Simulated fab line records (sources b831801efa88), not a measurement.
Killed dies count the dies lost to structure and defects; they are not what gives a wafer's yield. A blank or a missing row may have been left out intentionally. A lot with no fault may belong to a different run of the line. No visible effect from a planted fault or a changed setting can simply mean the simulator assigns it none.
fab line records    flow sky130
[record] lots = 6  wafers = 18  lastDay = 49
route steps=708 shown VT_ADJUST_LVTN@109 VT_ADJUST_NCORE@119 PAD_OPEN@708
lots that met no fault: taken from a fault-free run of the same line
startH: hours from the record's first day to the start of the lot's first wafer shown    waitH: hours from the lot's prior step to this one    " same as the row above    L1.1+2: a row that stands for several wafers    - either no value or no given start    * or withheld: withheld    < > ~ a bound
route shown NAME@n: NAME is a module with steps in the file, n the number in the route of the first one    usual: mean/standard deviation taken from wafers without a fault    same: alike in all rows    chamber/n: place in a boat    sites: each site's reading    _std_site: the standard deviation of these    _edge_site: mean of outer sites minus mean of inner sites    radiusMm: for every site, how far away it sits from the centre of the wafer    mask NAME#n: copy n    behind: tool/chamber where the wafer was last shaped    hold: reason for holding the lot/hours on hold/outcome of the hold    device: transistor that didn't switch, given as n, p or np    end of line: the same wafers' tests at the end of the route    a step with no rows: only its recipe    killed: at the first sort, the dies lost to defects and structure; wafer yield is something else    map: the dies of a wafer, with x for killed, . for not killed, _ for no die there
set.NAME: the setting that was run; set.NAME@STEP: the one run at that earlier step    model.NAME: the simulator's own value behind a step, which no gauge read
lots at selected steps of the route; one table per step, one row per wafer
services: a tool's chamber out of use, with start hour (startH, from the record's first day; less than 0 if before it), hours out, and reason
[[steps]]
[step SKY_VT_ADJUST_LVTN_HMDS_12]
[recipe] primeTimeS = 60  primeTempC = 120
[step SKY_VT_ADJUST_LVTN_COAT_13]
[recipe] resist = NOVOLAK  spinRpm = 3000  resistThkNm = 1140
[step SKY_VT_ADJUST_LVTN_SOFTBAKE_14]
[recipe] tempC = 90  timeS = 60  resist = NOVOLAK
[step SKY_VT_ADJUST_LVTN_EXPOSE_15]
[recipe] maskId = HVN_STD_DERIVED  na = 0.6  sourceShape = conventional  sigmaOuter = 0.6  polarization = unpolarized  targetCdNm = 600  doseMj = 163
[step SKY_VT_ADJUST_LVTN_PEB_16]
[recipe] tempC = withheld  timeS = *  resist = NOVOLAK
[step SKY_VT_ADJUST_LVTN_DEVELOP_17]
[recipe] resist = NOVOLAK  developer = TMAH  developTimeS = 60  devTempC = 23
[step SKY_VT_ADJUST_LVTN_OVL_MEAS_18]
[usual] VT_ADJUST_LVTN_01_OVL = -0.8/1.2
lot.wafer  tool        chamber  startH  waitH  VT_ADJUST_LVTN_01_OVL[nm]
L812.3     overlay-02  -        155.19  0.1    -2.3
L812.4     "           -        "       "      -1.0
L812.5     "           -        "       "      -0.3
L814.3     overlay-01  -        175.28  0.1    -2.5
L814.4     "           -        "       "      -1.7
L814.6     "           -        "       "      -2.9
L816.2     overlay-01  -        187.79  0.1    -0.4
L816.5     "           -        "       "      -1.9
L816.6     "           -        "       "      0.0
L817.1     overlay-02  -        195.68  0.1    -1.3
L817.2     "           -        "       "      0.5
L817.5     "           -        "       "      -0.7
L829.1     overlay-01  -        275.02  0.1    -1.3
L829.3     "           -        "       "      -2.1
L829.4     "           -        "       "      -1.6
L830.1     overlay-01  -        280.57  0.1    -0.9
L830.2     "           -        "       "      0.1
L830.3     "           -        "       "      -0.4
[step SKY_VT_ADJUST_LVTN_IMPLANT_19]
[recipe] species = B  energyKev = 30  doseCm2 = 6.5e+11  tiltDeg = withheld
[step SKY_VT_ADJUST_LVTN_STRIP_20]
[recipe] chemistry = O2/N2  powerW = 1400  pressureMtorr = 1500  platenTempC = withheld  o2FlowSccm = 3000  n2FlowSccm = 300  overashFraction = 0.5
[usual] chamberPressureMTorr = 1499.9/1.4  drypumpMotorCurrentA = 5.7/0.34  oesProductAu = 0.716/0.0046  stripTimeToEndpointS = 14.17/0.033
lot.wafer  tool            chamber  startH  waitH  chamberPressureMTorr  drypumpMotorCurrentA  oesProductAu  rfHoursCounterH  stripTimeToEndpointS
L812.3     plasmaAsher-02  1        155.40  0.1    1502.2                5.8                   0.719         -                14.18
L812.4     "               0        "       "      1501.7                5.7                   0.718         -                14.17
L812.5     "               0        "       "      1501.7                5.7                   0.708         -                14.27
L814.3     plasmaAsher-04  1        175.49  0.1    1499.6                6.0                   0.719         -                14.14
L814.4     "               0        "       "      1504.0                5.8                   0.718         -                14.19
L814.6     "               0        "       "      1498.9                5.8                   0.717         -                14.13
L816.2     plasmaAsher-02  0        187.97  0.1    1499.9                5.7                   0.719         8                14.16
L816.5     "               1        "       "      1499.3                5.8                   0.723         -                14.20
L816.6     "               0        "       "      1502.9                5.7                   0.711         -                14.16
L817.1     plasmaAsher-02  0        195.87  0.1    1500.1                5.7                   0.721         9                14.21
L817.2     "               1        "       "      1499.8                5.8                   0.716         9                14.17
L817.5     "               0        "       "      1501.1                5.7                   0.714         -                14.23
L829.1     plasmaAsher-03  0        275.21  0.1    1498.0                4.9                   0.719         48               14.18
L829.3     "               1        "       "      1500.8                5.8                   0.723         -                14.18
L829.4     "               0        "       "      1497.3                4.9                   0.716         -                14.18
L830.1     plasmaAsher-02  0        280.76  0.1    1499.7                5.7                   0.717         17               14.13
L830.2     "               1        "       "      1500.5                5.8                   0.712         17               14.12
L830.3     "               0        "       "      1502.2                5.7                   0.718         -                14.11
[step SKY_VT_ADJUST_LVTN_TW_MEAS_21]
[usual] VT_ADJUST_LVTN_2_TW = 189.2/1.6
lot.wafer  tool          chamber  startH  waitH  VT_ADJUST_LVTN_2_TW
L812.3     filmMetro-01  -        155.49  0.1    190.2
L812.4     "             -        "       "      191.3
L812.5     "             -        "       "      190.5
L814.3     filmMetro-04  -        175.58  0.1    189.6
L814.4     "             -        "       "      189.0
L814.6     "             -        "       "      190.0
L816.2     filmMetro-03  -        188.08  0.1    187.8
L816.5     "             -        "       "      187.3
L816.6     "             -        "       "      187.3
L817.1     filmMetro-03  -        195.97  0.1    186.9
L817.2     "             -        "       "      187.9
L817.5     "             -        "       "      187.4
L829.1     filmMetro-03  -        275.31  0.1    187.5
L829.3     "             -        "       "      187.3
L829.4     "             -        "       "      186.9
L830.1     filmMetro-04  -        280.86  0.1    189.3
L830.2     "             -        "       "      188.9
L830.3     "             -        "       "      187.5
[step SKY_VT_ADJUST_NCORE_DEHYDRATE_00]
[recipe] tempC = 200  timeS = 60
[step SKY_VT_ADJUST_NCORE_HMDS_01]
[recipe] primeTimeS = 60  primeTempC = 120
[step SKY_VT_ADJUST_NCORE_COAT_02]
[recipe] resist = NOVOLAK  spinRpm = 3000  resistThkNm = 1140
[usual] chillPlateTempC = 22.98/0.12
lot.wafer  tool           chamber  startH  waitH  chillPlateTempC  model.NOVOLAK_of_VT_ADJUST_NCORE_COAT_02.thkNm
L812.3     lithoTrack-03  0        165.77  0.1    22.95            1148
L812.4     "              0        "       "      22.74            1147
L812.5     "              0        "       "      22.85            1148
L814.3     lithoTrack-04  0        185.73  0.1    22.84            1140
L814.4     "              0        "       "      22.78            1141
L814.6     "              0        "       "      22.73            1142
L816.2     lithoTrack-04  0        198.26  0.1    22.96            1129
L816.5     "              0        "       "      22.98            1126
L816.6     "              0        "       "      22.92            1125
L817.1     lithoTrack-04  0        206.28  0.1    22.87            1126
L817.2     "              0        "       "      22.91            1128
L817.5     "              0        "       "      22.91            1125
L829.1     lithoTrack-03  0        287.77  0.1    22.88            1150
L829.3     "              0        "       "      23.05            1146
L829.4     "              0        "       "      22.86            1145
L830.1     lithoTrack-02  0        292.53  0.1    23.05            1141
L830.2     "              0        "       "      22.98            1142
L830.3     "              0        "       "      23.02            1140
[step SKY_VT_ADJUST_NCORE_SOFTBAKE_03]
[recipe] tempC = 90  timeS = 60  resist = NOVOLAK
[step SKY_VT_ADJUST_NCORE_EXPOSE_04]
[recipe] maskId = LVTN_COMPLEMENT_THIN  na = 0.6  sourceShape = conventional  sigmaOuter = 0.6  polarization = unpolarized  targetCdNm = 380  doseMj = 139
[step SKY_VT_ADJUST_NCORE_PEB_05]
[recipe] tempC = withheld  timeS = *  resist = NOVOLAK
[step SKY_VT_ADJUST_NCORE_DEVELOP_06]
[recipe] resist = NOVOLAK  developer = TMAH  developTimeS = 60  devTempC = 23
[usual] chillPlateTempC = 23.01/0.12
lot.wafer  tool           chamber  startH  waitH  chillPlateTempC  model.NOVOLAK_of_VT_ADJUST_NCORE_COAT_02.thkNm
L812.3     lithoTrack-03  0        175.52  0.1    22.96            1148
L812.4     "              0        "       "      23.10            1146
L812.5     "              0        "       "      22.84            1147
L814.3     lithoTrack-03  0        196.12  0.1    22.89            1140
L814.4     "              0        "       "      22.89            1141
L814.6     "              0        "       "      22.81            1142
L816.2     lithoTrack-03  0        209.70  0.1    23.11            1129
L816.5     "              0        "       "      23.06            1125
L816.6     "              0        "       "      22.80            1125
L817.1     lithoTrack-03  0        217.27  0.1    23.18            1126
L817.2     "              0        "       "      23.22            1128
L817.5     "              0        "       "      23.17            1124
L829.1     lithoTrack-02  0        300.08  0.1    23.05            1149
L829.3     "              0        "       "      23.15            1146
L829.4     "              0        "       "      23.18            1145
L830.1     lithoTrack-02  0        305.63  0.1    23.02            1141
L830.2     "              0        "       "      23.06            1142
L830.3     "              0        "       "      23.09            1140
[step SKY_VT_ADJUST_NCORE_CD_MEAS_07]
[recipe] targetCdNm = 380
[usual] cdNm = 380.0/2.3
lot.wafer  tool      chamber  startH  waitH  cdNm
L812.3     cdSem-02  -        175.66  0.1    383.0
L812.4     "         -        "       "      379.3
L812.5     "         -        "       "      381.3
L814.3     cdSem-01  -        196.26  0.1    381.3
L814.4     "         -        "       "      380.5
L814.6     "         -        "       "      382.0
L816.2     cdSem-01  -        209.84  0.1    382.4
L816.5     "         -        "       "      384.3
L816.6     "         -        "       "      383.2
L817.1     cdSem-02  -        217.42  0.1    381.9
L817.2     "         -        "       "      380.7
L817.5     "         -        "       "      379.1
L829.1     cdSem-01  -        300.23  0.1    374.1
L829.3     "         -        "       "      375.1
L829.4     "         -        "       "      374.1
L830.1     cdSem-01  -        305.78  0.1    381.5
L830.2     "         -        "       "      381.3
L830.3     "         -        "       "      380.6
[step SKY_VT_ADJUST_NCORE_OVL_MEAS_08]
[usual] VT_ADJUST_NCORE_OVL = 0.0/1.5
lot.wafer  tool        chamber  startH  waitH  VT_ADJUST_NCORE_OVL[nm]
L812.3     overlay-02  -        175.75  0.1    1.4
L812.4     "           -        "       "      -1.1
L812.5     "           -        "       "      1.6
L814.3     overlay-02  -        196.35  0.1    2.2
L814.4     "           -        "       "      4.0
L814.6     "           -        "       "      2.6
L816.2     overlay-01  -        209.95  0.1    -1.7
L816.5     "           -        "       "      -0.8
L816.6     "           -        "       "      -0.8
L817.1     overlay-02  -        217.54  0.1    0.8
L817.2     "           -        "       "      -1.0
L817.5     "           -        "       "      -0.1
L829.1     overlay-02  -        300.35  0.1    -0.7
L829.3     "           -        "       "      -0.8
L829.4     "           -        "       "      1.0
L830.1     overlay-02  -        305.90  0.1    -0.5
L830.2     "           -        "       "      -2.4
L830.3     "           -        "       "      -1.0
[step SKY_VT_ADJUST_NCORE_IMPLANT_09]
[recipe] species = B  energyKev = 10  doseCm2 = 2.4e+12  tiltDeg = withheld
[step SKY_VT_ADJUST_NCORE_STRIP_10]
[recipe] chemistry = O2/N2  powerW = 1400  pressureMtorr = 1500  platenTempC = withheld  o2FlowSccm = 3000  n2FlowSccm = 300  overashFraction = 0.5
[usual] chamberPressureMTorr = 1500.0/1.3  drypumpMotorCurrentA = 5.85/0.098  oesProductAu = 0.716/0.0048  stripTimeToEndpointS = 14.18/0.042
lot.wafer  tool            chamber  startH  waitH  chamberPressureMTorr  drypumpMotorCurrentA  oesProductAu  rfHoursCounterH  stripTimeToEndpointS
L812.3     plasmaAsher-02  1        175.96  0.1    1498.8                5.78                  0.714         -                14.27
L812.4     "               0        "       "      1498.8                5.69                  0.722         -                14.26
L812.5     "               0        "       "      1499.5                5.69                  0.724         -                14.27
L814.3     plasmaAsher-01  1        196.56  0.1    1499.5                5.95                  0.712         -                14.19
L814.4     "               0        "       "      1501.9                5.85                  0.717         -                14.19
L814.6     "               0        "       "      1500.2                5.84                  0.726         -                14.21
L816.2     plasmaAsher-01  1        210.13  0.1    1500.5                5.92                  0.720         48               14.04
L816.5     "               1        "       "      1501.9                5.93                  0.717         -                14.02
L816.6     "               0        "       "      1500.2                5.87                  0.712         -                14.00
L817.1     plasmaAsher-02  1        217.73  0.1    1500.9                5.79                  0.719         11               14.01
L817.2     "               0        "       "      1499.2                5.71                  0.713         11               14.04
L817.5     "               1        "       "      1499.7                5.78                  0.712         -                14.00
L829.1     plasmaAsher-04  1        300.53  0.1    1499.0                6.01                  0.709         61               14.29
L829.3     "               1        "       "      1500.6                6.01                  0.717         -                14.25
L829.4     "               0        "       "      1499.0                5.80                  0.720         -                14.23
L830.1     plasmaAsher-02  1        306.08  0.1    1499.9                5.80                  0.715         20               14.19
L830.2     "               0        "       "      1498.3                5.68                  0.715         20               14.20
L830.3     "               0        "       "      1498.7                5.70                  0.714         -                14.17
[step SKY_VT_ADJUST_NCORE_TW_MEAS_11]
[usual] VT_ADJUST_NCORE_TW = 220.5/2.1
lot.wafer  tool          chamber  startH  waitH  VT_ADJUST_NCORE_TW
L812.3     filmMetro-01  -        176.05  0.1    223.9
L812.4     "             -        "       "      222.0
L812.5     "             -        "       "      222.1
L814.3     filmMetro-03  -        196.65  0.1    218.2
L814.4     "             -        "       "      215.9
L814.6     "             -        "       "      216.6
L816.2     filmMetro-02  -        210.24  0.1    220.1
L816.5     "             -        "       "      220.5
L816.6     "             -        "       "      221.6
L817.1     filmMetro-03  -        217.83  0.1    220.2
L817.2     "             -        "       "      219.4
L817.5     "             -        "       "      219.0
L829.1     filmMetro-03  -        300.63  0.1    218.4
L829.3     "             -        "       "      219.7
L829.4     "             -        "       "      220.4
L830.1     filmMetro-03  -        306.18  0.1    218.7
L830.2     "             -        "       "      218.6
L830.3     "             -        "       "      218.9
[step SKY_PAD_OPEN_PROBE_99]
[usual] killed_at_M0_to_M3 = 44/7.7  killed_at_M4_up = 3.2/1.7  killedAtContacts = 24/5.3  killedAtFrontEnd = 15/4.3  killedAtOther = 0.3/0.57  killedDies = 87/11  killedOpen = 47/7.4  killedShort = 40/6.5
[same] grossDies = 492  killedAtBackSide = 0
lot.wafer  tool       chamber  startH   waitH  killed_at_M0_to_M3  killed_at_M4_up  killedAtContacts  killedAtFrontEnd  killedAtOther  killedDies  killedOpen  killedShort
L814.3     prober-02  -        1090.83  0.2    54                  3                19                18                1              95          56          39
L814.4     prober-02  -        1090.88  0.2    33                  1                15                10                1              60          29          31
L814.6     prober-02  -        1090.98  0.2    38                  4                22                17                0              81          40          41
L816.2     prober-02  -        1102.65  0.1    50                  5                23                13                0              91          50          41
L816.5     prober-02  -        1102.80  0.2    49                  3                25                14                0              91          46          45
L816.6     prober-02  -        1102.85  0.2    37                  3                19                7                 0              66          34          32
// killed by level:class
L814.3 VIA2:geometricParticle:open=13 VIA1:geometricParticle:open=12 VIA3:geometricParticle:open=12 LI_CONTACT:geometricParticle:open=6 VIA3:geometricParticle:short=5 POLY_GATE:geometricParticle:short=4 POLY_GATE:geometricParticle:open=4 CONTACT:geometricParticle:short=4
L814.4 VIA1:geometricParticle:open=6 METAL2:geometricParticle:short=6 CONTACT:geometricParticle:open=5 LOCAL_INTERCONNECT:geometricParticle:short=4 METAL1:geometricParticle:short=4 VIA2:geometricParticle:open=4 VIA3:geometricParticle:short=4 VIA3:geometricParticle:open=4
L814.6 CONTACT:geometricParticle:open=9 VIA1:geometricParticle:open=9 FIELD_ISO:geometricParticle:short=7 POLY_GATE:geometricParticle:short=5 LI_CONTACT:geometricParticle:open=5 METAL2:geometricParticle:short=5 VIA3:geometricParticle:open=5 CONTACT:geometricParticle:short=4
L816.2 VIA1:geometricParticle:open=13 CONTACT:geometricParticle:open=12 VIA2:geometricParticle:open=8 VIA1:geometricParticle:short=7 METAL2:geometricParticle:short=6 FIELD_ISO:geometricParticle:short=5 VIA3:geometricParticle:short=5 FIELD_ISO:geometricParticle:open=4
L816.5 CONTACT:geometricParticle:open=15 VIA1:geometricParticle:open=10 VIA3:geometricParticle:open=9 FIELD_ISO:geometricParticle:short=6 METAL2:geometricParticle:short=6 LOCAL_INTERCONNECT:geometricParticle:short=5 VIA1:geometricParticle:short=5 VIA3:geometricParticle:short=5
L816.6 METAL2:geometricParticle:short=7 VIA2:geometricParticle:open=7 CONTACT:geometricParticle:open=6 VIA1:geometricParticle:open=5 LI_CONTACT:geometricParticle:open=4 LOCAL_INTERCONNECT:geometricParticle:short=4 VIA3:geometricParticle:open=4 POLY_GATE:geometricParticle:short=3
[[services]]
tool            chamber  startH  hours  kind
plasmaAsher-04  -        155.69  4.3    pm
plasmaAsher-02  -        180.26  0.4    repair
plasmaAsher-03  -        182.25  0.7    repair
plasmaAsher-03  -        266.13  1.1    repair
plasmaAsher-02  -        267.92  4.6    repair
plasmaAsher-01  -        277.44  0.5    repair
plasmaAsher-03  -        288.44  2.5    repair
[[key]]
[firstSign] step = SKY_VT_ADJUST_NCORE_STRIP_10  reading = stripTimeToEndpointS  direction = down  sigmas = 4  usual = *  struck = *
effect none on later readings
[modelEffect] step = SKY_VT_ADJUST_NCORE_COAT_02  value = NOVOLAK_of_VT_ADJUST_NCORE_COAT_02.thkNm  without = 1139  struck = 1127
[modelEffect] step = SKY_VT_ADJUST_NCORE_DEVELOP_06  value = NOVOLAK_of_VT_ADJUST_NCORE_COAT_02.thkNm  without = 1138  struck = 1126
metAt SKY_VT_ADJUST_NCORE_COAT_02
struckWafers L816.2,L816.5,L816.6,L817.1,L817.2,L817.5
testerLeftOut L816,L817
onsetBetween 185.73 198.26
alsoFits SKY_VT_ADJUST_NCORE_DEVELOP_06:lithoTrack-03
[fault] kind = processParameterDrift  tool = lithoTrack-04  chamber = -  onsetH = 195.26  steps = SKY_VT_ADJUST_NCORE_COAT_02  channel = resistThkNm  offset = -11.97  shape = step  endH = 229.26  actsIn = theseRecipesOnly  stated = 1140
// testerLeftOut: of these lots the tester's yield and bins aren't shown, on N5 and GAA mostly nor the transistor test; their killed dies are dies lost to structure and defects alone, not to doping, threshold or leakage, so they don't give the yield
